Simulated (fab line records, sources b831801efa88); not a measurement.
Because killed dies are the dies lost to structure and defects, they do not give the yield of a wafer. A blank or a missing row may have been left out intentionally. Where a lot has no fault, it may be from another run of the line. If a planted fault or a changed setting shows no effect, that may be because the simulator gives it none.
Struck lot and sound lot, side by side :: flow sky130 :: 23 steps out of a route of 708
Sound: the wafers L822.2, L822.3, L822.4. Struck: wafers L838.4, L838.5, L838.6. The cause is named last.
Per side, at each step with rows, come the tool, then ch with its chambers, and then its first start. Under that, the readings that differ: sound wafers :: struck wafers :: difference of the means :: sigmas: that difference in standard deviations of wafers without a fault.
alike: readings with means less than 2 such deviations apart, plus words and numbers identical on both sides. not compared: withheld readings, readings lacking a value on some wafer, bounds such as >300 that could conceal the same value, and numbers that have no deviation in the record and whose values overlap.
A row with sigmas, a row that says differs or no value, or rows on one side alone: a step with any of these is where the two part. Numbers that don't overlap but have no deviation are shown without sigmas and don't part them. A reading missing from all wafers of one side parts the sides only when that side holds two or more wafers.

first, 6 steps without rows for these wafers: SKY_VT_ADJUST_LVTN_HMDS_12 (prime time 60 s); SKY_VT_ADJUST_LVTN_COAT_13 (resist thk 1140 nm); SKY_VT_ADJUST_LVTN_SOFTBAKE_14 (time 60 s); SKY_VT_ADJUST_LVTN_EXPOSE_15 (exposes mask HVN STD DERIVED, target cd 600 nm); SKY_VT_ADJUST_LVTN_PEB_16; SKY_VT_ADJUST_LVTN_DEVELOP_17 (develop time 60 s).
SKY_VT_ADJUST_LVTN_OVL_MEAS_18:
  sound: overlay-01 at day 7 15:41; struck: overlay-01 at day 12 05:49
  alike: VT_ADJUST_LVTN_01_OVL
next, for these wafers, 1 step has no rows: SKY_VT_ADJUST_LVTN_IMPLANT_19.
SKY_VT_ADJUST_LVTN_STRIP_20: strips in O2/N2.
  sound on plasma-asher-02 ch 0,1, day 7 15:52; struck on plasma-asher-02 ch 0,1, day 12 06:01
  alike: drypump-motor-current-A, oes-product-au, strip-time-to-endpoint-s
  not compared: rf-hours-counter-h
SKY_VT_ADJUST_LVTN_TW_MEAS_21:
  sound: film-metro-01 at day 7 15:58; struck: film-metro-04 at day 12 06:07
  alike: VT_ADJUST_LVTN_2_TW
then, 2 steps without rows for these wafers: SKY_VT_ADJUST_NCORE_DEHYDRATE_00 (time 60 s); SKY_VT_ADJUST_NCORE_HMDS_01 (prime time 60 s).
SKY_VT_ADJUST_NCORE_COAT_02: resist thk 1140 nm.
  sound on litho-track-01 ch 0, day 8 01:40; struck on litho-track-03 ch 0, day 12 17:52
reading: model.NOVOLAK_of_VT_ADJUST_NCORE_COAT_02.thk-nm (nm)
sound: 1141 1139 1142
struck: 1119 1113 1114
difference: -25
sigmas: 
then, 3 steps without rows for these wafers: SKY_VT_ADJUST_NCORE_SOFTBAKE_03 (time 60 s); SKY_VT_ADJUST_NCORE_EXPOSE_04 (exposes mask LVTN COMPLEMENT THIN, target cd 380 nm); SKY_VT_ADJUST_NCORE_PEB_05.
SKY_VT_ADJUST_NCORE_DEVELOP_06: develop time 60 s.
  sound on litho-track-01 ch 0, day 8 12:01; struck on litho-track-04 ch 0, day 13 06:35
reading: model.NOVOLAK_of_VT_ADJUST_NCORE_COAT_02.thk-nm (nm)
sound: 1141 1138 1141
struck: 1119 1113 1114
difference: -25
sigmas: 
SKY_VT_ADJUST_NCORE_CD_MEAS_07: target cd 380 nm.
  sound: cd-sem-02 at day 8 12:10; struck: cd-sem-01 at day 13 06:43
  alike: cd-nm
SKY_VT_ADJUST_NCORE_OVL_MEAS_08:
  sound: overlay-01 at day 8 12:16; struck: overlay-02 at day 13 06:47
  alike: VT_ADJUST_NCORE_OVL
next, for these wafers, 1 step has no rows: SKY_VT_ADJUST_NCORE_IMPLANT_09.
SKY_VT_ADJUST_NCORE_STRIP_10: strips in O2/N2.
  sound on plasma-asher-03 ch 0,1, day 8 12:27; struck on plasma-asher-03 ch 0,1, day 13 06:59
reading: strip-time-to-endpoint-s (s)
sound: 14.18 14.16 14.21
struck: 13.93 13.86 13.88
difference: -0.29
sigmas: -7
  alike: drypump-motor-current-A, oes-product-au
  not compared: rf-hours-counter-h
SKY_VT_ADJUST_NCORE_TW_MEAS_11:
  sound: film-metro-02 at day 8 12:34; struck: film-metro-03 at day 13 07:05
  alike: VT_ADJUST_NCORE_TW
next, for these wafers, 1 step has no rows: SKY_PAD_OPEN_PROBE_99.

## WHERE THEY PART
Only at SKY_VT_ADJUST_NCORE_STRIP_10, within this record. Later steps at which nothing parts them and some readings are alike: SKY_VT_ADJUST_NCORE_TW_MEAS_11.

WHY: the cause the simulator had injected
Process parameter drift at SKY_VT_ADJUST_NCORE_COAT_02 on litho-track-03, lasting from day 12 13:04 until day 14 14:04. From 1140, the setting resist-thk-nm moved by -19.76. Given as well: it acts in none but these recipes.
